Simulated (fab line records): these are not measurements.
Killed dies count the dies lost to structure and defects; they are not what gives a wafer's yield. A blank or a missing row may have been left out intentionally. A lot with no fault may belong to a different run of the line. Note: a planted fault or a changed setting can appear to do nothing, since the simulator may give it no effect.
Which tool is to blame? ; flow gf180mcu ; 39 wafers from 13 lots sampled at 4 of the route's 602 steps

## WHAT EACH GAUGE READ, for each wafer
GF_MVPSD_OVL_MEAS_07. Usual: MVPSD_OVL typically reads 0.6 nm, with standard deviation 1.4.
lot;measured;on;MVPSD_OVL (nm);flag
L227;day 5 00:00;overlay-02;2.4 2.8 1.5;
L229;day 5 10:36;overlay-02;-0.2 0.7 0.3;
L231;day 6 01:59;overlay-01;0.7 0.0 0.6;
L232;day 6 04:59;overlay-02;1.0 -0.4 -0.1;
L233;day 6 11:15;overlay-01;0.7 0.7 -0.3;
L234;day 6 23:27;overlay-01;2.0 1.2 1.9;
L236;day 7 10:18;overlay-01;1.5 1.4 -0.9;
L239;day 8 01:45;overlay-01;0.1 -1.5 0.4;
L243;day 9 01:00;overlay-01;- - -;OFF
L247;day 10 02:26;overlay-02;-0.2 -0.9 -0.9;
L248;day 10 07:03;overlay-01;1.5 1.0 2.1;
L249;day 10 11:11;overlay-01;0.8 0.6 0.7;
L250;day 10 18:02;overlay-02;0.5 -0.5 0.2;

GF_MVPSD_TW_MEAS_11. Usual: MVPSD_TW typically reads 550, with standard deviation 5.7.
lot;measured;on;MVPSD_TW;flag
L227;day 5 00:26;film-metro-01;545 550 548;
L229;day 5 11:02;film-metro-04;542 546 544;
L231;day 6 02:26;film-metro-01;548 547 548;
L232;day 6 05:25;film-metro-02;558 557 557;
L233;day 6 11:41;film-metro-01;547 546 549;
L234;day 6 23:53;film-metro-02;555 554 556;
L236;day 7 10:44;film-metro-01;545 543 545;
L239;day 8 02:11;film-metro-01;551 551 551;
L243;day 9 01:26;film-metro-01;30 29 30 30 30 30;OFF
L247;day 10 02:52;film-metro-01;550 551 546;
L248;day 10 07:29;film-metro-01;551 548 549;
L249;day 10 11:38;film-metro-01;550 553 550;
L250;day 10 18:28;film-metro-02;561 560 560;

GF_V1_OVL_MEAS_15. Usual: V1_OVL typically reads -1 nm, with standard deviation 4.9.
lot;measured;on;V1_OVL (nm);flag
L227;day 17 23:46;overlay-02;2 3 -3;
L229;day 18 19:42;overlay-02;-10 -9 -16;
L231;day 19 17:30;overlay-02;-9 -7 -3;
L232;day 19 23:44;overlay-01;3 3 4;
L233;day 20 11:42;overlay-01;-4 -3 -4;
L234;day 21 05:40;overlay-02;6 1 -7;
L236;day 21 17:51;overlay-02;-4 0 -3;
L239;day 22 17:06;overlay-02;-3 -6 -2;
L247;day 25 08:36;overlay-02;-1 -2 1;
L248;day 25 13:54;overlay-02;-10 -2 -1;
L249;day 25 18:31;overlay-01;2 8 0;
L250;day 26 00:27;overlay-02;12 3 5;

## EACH LOT AND THE TOOL THAT RAN IT (in order: tool; ch and the chambers of the sampled wafers; start)
lot;GF_MVPSD_EXPOSE_04
L227;iline-stepper-01 ch 0, day 4 17:14
L229;iline-stepper-02 ch 0, day 5 03:41
L231;iline-stepper-01 ch 0, day 5 18:50
L232;iline-stepper-01 ch 0, day 5 21:56
L233;iline-stepper-02 ch 0, day 6 04:06
L234;iline-stepper-01 ch 0, day 6 15:49
L236;iline-stepper-02 ch 0, day 7 02:23
L239;iline-stepper-02 ch 0, day 7 17:38
L243;iline-stepper-02 ch 0, day 8 17:22
L247;iline-stepper-01 ch 0, day 9 18:13
L248;iline-stepper-02 ch 0, day 9 23:08
L249;iline-stepper-02 ch 0, day 10 02:35
L250;iline-stepper-01 ch 0, day 10 08:58
- GF_MVPSD_EXPOSE_04: exposes mask MVPSD, target cd 1000 nm.

## WHAT THE TOOLS THEMSELVES READ (means of the sampled wafers that have a number; where no wafer has one, the mark that the record gives instead)
The record holds no such reading with a usual standard deviation.

## THE ANSWER, worked out from the rows above alone
Rule: a lot counts as off when the mean over its wafers that have a number is more than 3 standard deviations away from the usual mean. Also off: a lot with no number at a reading for which 4 or more lots have one. Any other lot the step has rows for is counted as sound. First the gauges in route order, then the tools' own readings, where a lot's mean is used as printed above. The first step at which some lot is off is used, and at that step the reading that is off furthest; a lot without a number counts as furthest.
Off: L243, at GF_MVPSD_OVL_MEAS_07 (MVPSD_OVL). Without a number there: L243.
If a tool, at a process step before that reading, ran all the lots that are off and no sound lot after the first of them, it fits. The gauges at GF_MVPSD_OVL_MEAS_07 aren't tried: what is off there is off at GF_MVPSD_TW_MEAS_11 too, on other tools, and a gauge's error can't cause that. No candidate that was tried fits.

## WHAT WAS PUT IN BY THE SIMULATOR
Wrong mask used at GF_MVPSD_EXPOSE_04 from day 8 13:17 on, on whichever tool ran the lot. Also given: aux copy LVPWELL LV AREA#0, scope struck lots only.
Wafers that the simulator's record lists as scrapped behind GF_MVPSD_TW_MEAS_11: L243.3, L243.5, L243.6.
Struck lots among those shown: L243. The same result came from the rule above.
